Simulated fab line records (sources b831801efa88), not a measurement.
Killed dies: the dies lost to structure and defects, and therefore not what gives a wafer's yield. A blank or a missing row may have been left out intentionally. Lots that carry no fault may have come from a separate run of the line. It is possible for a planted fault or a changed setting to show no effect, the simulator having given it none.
Struck lot and sound lot, side by side / flow gf180mcu / 43 out of 602 route steps
Sound: the wafers L788.1, L788.3, L788.5. Wafers L795.3, L795.5, L795.6 were the ones struck. The cause is named last.
Each step with rows lists, per side, the tool, then ch with its chambers, then its first start. Under that, the readings that differ: sound wafers / struck wafers / difference of the means / sigmas: that difference in standard deviations of wafers without a fault.
alike: words and numbers the same on both sides, and readings whose means are apart by under 2 such deviations; not compared: readings that were withheld, readings missing a value for some wafer, numbers with overlapping values and no deviation given by the record, and bounds like >300 which may hide the same value.
A row with sigmas, a row that says differs or no value, or rows on one side alone: a step with any of these is where the two part. Non-overlapping numbers with no deviation appear without sigmas and do not part them. A reading that every wafer of one side lacks parts them only if that side has two wafers or more.

first, 2 steps without rows for these wafers: GF_NWELL_IMPLANT_08; GF_NWELL_IMPLANT_09.
GF_NWELL_STRIP_10: strips in O2/N2.
  sound on plasma asher-02 ch 0,1, day 4 11:30; struck on plasma asher-02 ch 0,1, day 6 02:50
  alike: drypump motor current A, heater power w, oes product au, strip time to endpoint s
  not compared: rf hours counter h
GF_NWELL_TW_MEAS_11:
  sound on film metro-04 at day 4 11:36; struck on film metro-03 at day 6 02:55
  alike: NWELL_TW
then, 7 steps without rows for these wafers: GF_LVPWELL_DEHYDRATE_00 (time 60 s); GF_LVPWELL_HMDS_01 (prime time 60 s); GF_LVPWELL_COAT_02 (resist thk 3000 nm); GF_LVPWELL_SOFTBAKE_03; GF_LVPWELL_EXPOSE_04 (exposes mask LVPWELL, target cd 600 nm); GF_LVPWELL_PEB_05; GF_LVPWELL_DEVELOP_06 (develop time 60 s).
GF_LVPWELL_OVL_MEAS_07:
  sound on overlay-01 at day 5 01:11; struck on overlay-01 at day 6 17:20
  alike: LVPWELL_OVL
GF_LVPWELL_IMPLANT_08:
  sound on implanter-03 ch 0, day 5 01:13; struck on implanter-02 ch 0, day 6 17:25
reading=implant ion amu; sound=11 11 11; struck=31 31 31; difference=+20; sigmas=
reading=model.implant.rp nm (nm); sound=490 490 490; struck=215.9 215.9 215.9; difference=-274.1; sigmas=
reading=model.implant.drp nm (nm); sound=102.4 102.4 102.4; struck=68.9 68.9 68.9; difference=-33.5; sigmas=
  alike: beam on s, end station pressure torr, faraday current uA
next, for these wafers, 1 step has no rows: GF_LVPWELL_IMPLANT_09.
GF_LVPWELL_STRIP_10: strips in O2/N2.
  sound on plasma asher-04 ch 0,1, day 5 01:31; struck on plasma asher-04 ch 0,1, day 6 17:42
reading=strip time to endpoint s (s); sound=36.89 36.89 36.91; struck=37.06 37.11 37.24; difference=+0.24; sigmas=+2
  alike: drypump motor current A, heater power w, oes product au
  not compared: rf hours counter h
GF_LVPWELL_TW_MEAS_11:
  sound on film metro-01 at day 5 01:37; struck on film metro-03 at day 6 17:47
reading=LVPWELL_TW; sound=562 566 563; struck=1336 1335 1332; difference=+771; sigmas=+99 or more
then, 7 steps without rows for these wafers: GF_MVSD_DEHYDRATE_00 (time 60 s); GF_MVSD_HMDS_01 (prime time 60 s); GF_MVSD_COAT_02 (resist thk 3000 nm); GF_MVSD_SOFTBAKE_03; GF_MVSD_EXPOSE_04 (exposes mask MVSD, target cd 1000 nm); GF_MVSD_PEB_05; GF_MVSD_DEVELOP_06 (develop time 60 s).
GF_MVSD_OVL_MEAS_07:
  sound on overlay-02 at day 5 14:38; struck on overlay-01 at day 7 09:11
  alike: MVSD_OVL
then, 2 steps without rows for these wafers: GF_MVSD_IMPLANT_08; GF_MVSD_IMPLANT_09.
GF_MVSD_STRIP_10: strips in O2/N2.
  sound on plasma asher-03 ch 0,1, day 5 14:58; struck on plasma asher-04 ch 0,1, day 7 09:33
  alike: drypump motor current A, heater power w, oes product au, strip time to endpoint s
  not compared: rf hours counter h
GF_MVSD_TW_MEAS_11:
  sound on film metro-03 at day 5 15:04; struck on film metro-03 at day 7 09:38
  alike: MVSD_TW
then, 7 steps without rows for these wafers: GF_MVPSD_DEHYDRATE_00 (time 60 s); GF_MVPSD_HMDS_01 (prime time 60 s); GF_MVPSD_COAT_02 (resist thk 3000 nm); GF_MVPSD_SOFTBAKE_03; GF_MVPSD_EXPOSE_04 (exposes mask MVPSD, target cd 1000 nm); GF_MVPSD_PEB_05; GF_MVPSD_DEVELOP_06 (develop time 60 s).
GF_MVPSD_OVL_MEAS_07:
  sound on overlay-02 at day 6 04:46; struck on overlay-01 at day 8 01:10
  alike: MVPSD_OVL
then, 2 steps without rows for these wafers: GF_MVPSD_IMPLANT_08; GF_MVPSD_IMPLANT_09.
GF_MVPSD_STRIP_10: strips in O2/N2.
  sound on plasma asher-01 ch 0, day 6 05:06; struck on plasma asher-02 ch 0,1, day 8 01:32
  alike: drypump motor current A, heater power w, oes product au, strip time to endpoint s
  not compared: rf hours counter h
GF_MVPSD_TW_MEAS_11:
  sound on film metro-03 at day 6 05:12; struck on film metro-01 at day 8 01:37
reading=MVPSD_TW; sound=565 569 566; struck=554 552 556; difference=-13; sigmas=-3
then, 2 steps without rows for these wafers: GF_VT_IMPLANT_DEHYDRATE_00 (time 60 s); GF_VT_IMPLANT_HMDS_01 (prime time 60 s).
-- the record jumps here: 3 days lie between the struck wafers' starts before and after --
GF_VT_IMPLANT_RS_MEAS_48: uses a four-point probe to measure.
  sound on film metro-01 at day 8 22:42; struck on film metro-04 at day 10 23:08
reading=LVPWELL_RS (ohm/sq); sound=1194.0 1192.1 1194.3; struck=- - -; difference=no value on the struck wafers; sigmas=

WHERE THEY PART
Last at GF_VT_IMPLANT_RS_MEAS_48 as far as this record goes, first at GF_LVPWELL_STRIP_10.

WHY: what had been put in by the simulator
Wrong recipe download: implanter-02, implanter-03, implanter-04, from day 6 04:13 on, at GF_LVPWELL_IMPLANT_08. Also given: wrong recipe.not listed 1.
